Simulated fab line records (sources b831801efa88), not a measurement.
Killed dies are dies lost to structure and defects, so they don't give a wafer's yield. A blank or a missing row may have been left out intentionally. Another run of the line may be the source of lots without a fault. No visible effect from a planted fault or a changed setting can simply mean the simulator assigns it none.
Matching of chambers | flow sky130 | 4 sister chambers for SKY_VIA1_ETCH_14 on rie-diel-03
The step etches BARC in N2/H2, stops on SiO2, time 45.9 s, target depth 60 nm. 22 wafers are shown with their chamber, then 11 later ones without.

== EACH WAFER AND ITS CHAMBER ==
wafer  | chamber | drypump-motor-current-A (A) | throttle-valve-pct (%) | oes-product-au (a.u.)
L074.2 | 0       | 5.0                         | 13.236                 | 0.851
L074.3 | 3       | 6.1                         | 13.227                 | 0.855
L074.6 | 2       | 5.7                         | 13.217                 | 0.860
L076.1 | 3       | 6.0                         | 13.215                 | 0.856
L076.2 | 1       | 5.6                         | 13.221                 | 0.850
L076.6 | 1       | 5.6                         | 13.231                 | 0.845
L078.2 | 3       | 6.0                         | 13.220                 | 0.857
L078.5 | 2       | 5.7                         | 13.212                 | 0.856
L078.6 | 1       | 5.7                         | 13.215                 | 0.868
L080.1 | 2       | 5.7                         | 13.244                 | 0.855
L080.5 | 0       | 5.0                         | 13.242                 | 0.849
L080.6 | 1       | 5.7                         | 13.206                 | 0.866
L081.1 | 0       | 5.0                         | 13.219                 | 0.856
L081.4 | 3       | 6.1                         | 13.217                 | 0.859
L081.6 | 3       | 6.1                         | 13.235                 | 0.849
L082.2 | 3       | 6.0                         | 13.217                 | 0.857
L082.3 | 1       | 5.7                         | 13.211                 | 0.857
L082.5 | 2       | 5.7                         | 13.234                 | 0.855
L088.1 | 2       | 5.7                         | 13.223                 | 0.855
L088.2 | 3       | 6.0                         | 13.212                 | 0.860
L088.5 | 2       | 5.7                         | 13.216                 | 0.850
L091.2 | 0       | 5.0                         | 13.226                 | 0.853

SIGNATURES, as means of the wafers listed above
reading                 | chamber 0 | chamber 1 | chamber 2 | chamber 3 | scatter within a chamber
drypump-motor-current-A | 5.000     | 5.660     | 5.700     | 6.043     | 0.0402
throttle-valve-pct      | 13.23075  | 13.21680  | 13.22433  | 13.22043  | 0.0101
oes-product-au          | 0.85225   | 0.85720   | 0.85517   | 0.85614   | 0.00552
Rule: for a wafer and a chamber, the distance is found by dividing, reading by reading, the gap between the wafer's reading and the chamber's mean by the reading's scatter, squaring, summing and taking the root. If the next closest chamber is less than 2 further off than the closest, the wafer can't be placed; otherwise it belongs to the closest. The scatter: take each reading less its chamber's mean, square it, sum over the shown wafers, divide by the number of wafers less the number of chambers, and take the root.

== WAFERS WHOSE CHAMBER IS MISSING ==
wafer  | drypump-motor-current-A (A) | throttle-valve-pct (%) | oes-product-au (a.u.)
L091.5 | 6.1                         | 13.230                 | 0.860
L091.6 | 5.0                         | 13.221                 | 0.851
L092.3 | 5.0                         | 13.224                 | 0.857
L092.4 | 5.6                         | 13.242                 | 0.855
L092.5 | 5.0                         | 13.228                 | 0.853
L095.1 | 5.7                         | 13.231                 | 0.853
L095.4 | 5.6                         | 13.222                 | 0.852
L095.5 | 5.7                         | 13.214                 | 0.854
L096.3 | 5.0                         | 13.219                 | 0.847
L096.4 | 6.0                         | 13.226                 | 0.861
L096.6 | 6.0                         | 13.232                 | 0.861

== THE CHAMBER EACH PASSED THROUGH ==
wafer  | from the rows above     | in truth
L091.5 | 3                       | 3
L091.6 | 0                       | 0
L092.3 | 0                       | 0
L092.4 | can't be placed: 1 or 2 | 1
L092.5 | 0                       | 0
L095.1 | can't be placed: 2 or 1 | 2
L095.4 | can't be placed: 1 or 2 | 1
L095.5 | can't be placed: 2 or 1 | 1
L096.3 | 0                       | 0
L096.4 | 3                       | 3
L096.6 | 3                       | 3
Placed correctly: 7 of 11. From these rows, 4 cannot be placed; in 4 the true chamber is one of the candidates. Placed wrongly: 0.
